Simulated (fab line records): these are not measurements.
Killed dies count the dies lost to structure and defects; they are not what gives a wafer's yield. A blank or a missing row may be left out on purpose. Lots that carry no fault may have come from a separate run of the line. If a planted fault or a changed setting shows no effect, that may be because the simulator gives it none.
Problem report, 8D (eight disciplines) form, completed by code / flow sky130 / the parts of the form that need people (team, actions taken, sign-off) are left out

== 1. WHAT IS WRONG ==
Wafers without a fault read 496.2 W, standard deviation 1.5; rf_fwd_power_W at SKY_METAL4_ETCH_16 reads a mean of 575.2 W on 3 wafers belonging to 2 lots. That is +53 standard deviations from the usual mean.
The step: etches BARC in N2/H2, stops on SiO2, time 88.2 s, target depth 60 nm.
Seen first at day 44 03:28 on rie_metal-04, wafer L327.1. Wafers with a number at this step in the record: 18, from 6 lots. The rule behind "out" and "out of limits": a value lying over 4 standard deviations away from the usual mean. All remaining wafers that have a number are taken as sound.

== 2. WHAT THIS IS AND IS NOT ==
question=which readings at this step | is=rf_fwd_power_W | is not=bias_w, drypump_motor_current_A, throttle_valve_pct
question=which lots | is=L327, L332 | is not=L321, L325, L335, L341
question=which wafers of those lots | is=L327.1, L327.3, L332.3 | is not=L327.4, L332.4, L332.6
question=read on which tools | is=rie_metal-04 | is not=rie_metal-02, rie_metal-03
question=when | is=from day 44 03:28 | is not=up to then (7 sound wafers); but 8 sound wafers of L332, L335, L341 came after

== 3. THE SUSPECTS, EACH WITH WHAT RULES IT OUT ==
Counting: any tool at a process step up to the reading remains a suspect provided it ran every lot that is out. Sound lots after the first of them don't rule it out here, since some wafers of a struck lot are sound.
- rie_metal-04 at SKY_METAL4_DESCUM_15 (chemistry O2, time 8 s): kept. It ran every lot that is out, first L327 (day 44 03:26); its last sound lot up to then is L321 (day 42 08:02).
- rie_metal-04 at SKY_METAL4_ETCH_16 (etches BARC in N2/H2, stops on SiO2, time 88.2 s, target depth 60 nm): kept. It ran every lot that is out, first L327 (day 44 03:28); its last sound lot up to then is L321 (day 42 08:06). On those wafers its own readings are out: rf_fwd_power_W.
- The sound lot-mates ran in chamber 1 of rie_metal-04 at SKY_METAL4_DESCUM_15, but the wafers that are out ran in chamber 0.
- The sound lot-mates ran in chamber 1 of rie_metal-04 at SKY_METAL4_ETCH_16, but the wafers that are out ran in chamber 0.
The count leaves rie_metal-04 at SKY_METAL4_ETCH_16 and rie_metal-04 at SKY_METAL4_DESCUM_15.

== 4. THE CAUSE (what the simulator had put in) ==
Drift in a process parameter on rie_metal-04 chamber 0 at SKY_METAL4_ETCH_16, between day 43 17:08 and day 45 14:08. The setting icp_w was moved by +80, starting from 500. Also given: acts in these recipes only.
Counting leaves 2 suspects; this tool is one of them.

== 5. THE EFFECT CHAIN, in route order ==
Rows list readings where the struck wafers' mean (over those with a number) sits beyond 3 standard deviations from the usual. Scope: only readings with a usual standard deviation given in the record; hours: median across lots of the time from each lot's start at the first step in this table that gives one to its start at this step; sigmas: change in usual standard deviations.
hours=0; step=SKY_METAL4_ETCH_16; reading=rf_fwd_power_W; usual=496.2 W; on struck wafers=575.2; change=+79.0; sigmas=+53
Here are the process steps it includes:
- SKY_METAL4_ETCH_16: etches BARC in N2/H2, stops on SiO2, time 88.2 s, target depth 60 nm.

== 6. WHAT WOULD HAVE CAUGHT IT SOONER ==
The fault began at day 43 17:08; the first out-of-limits reading in this record came at day 44 03:28, 10 hours later.
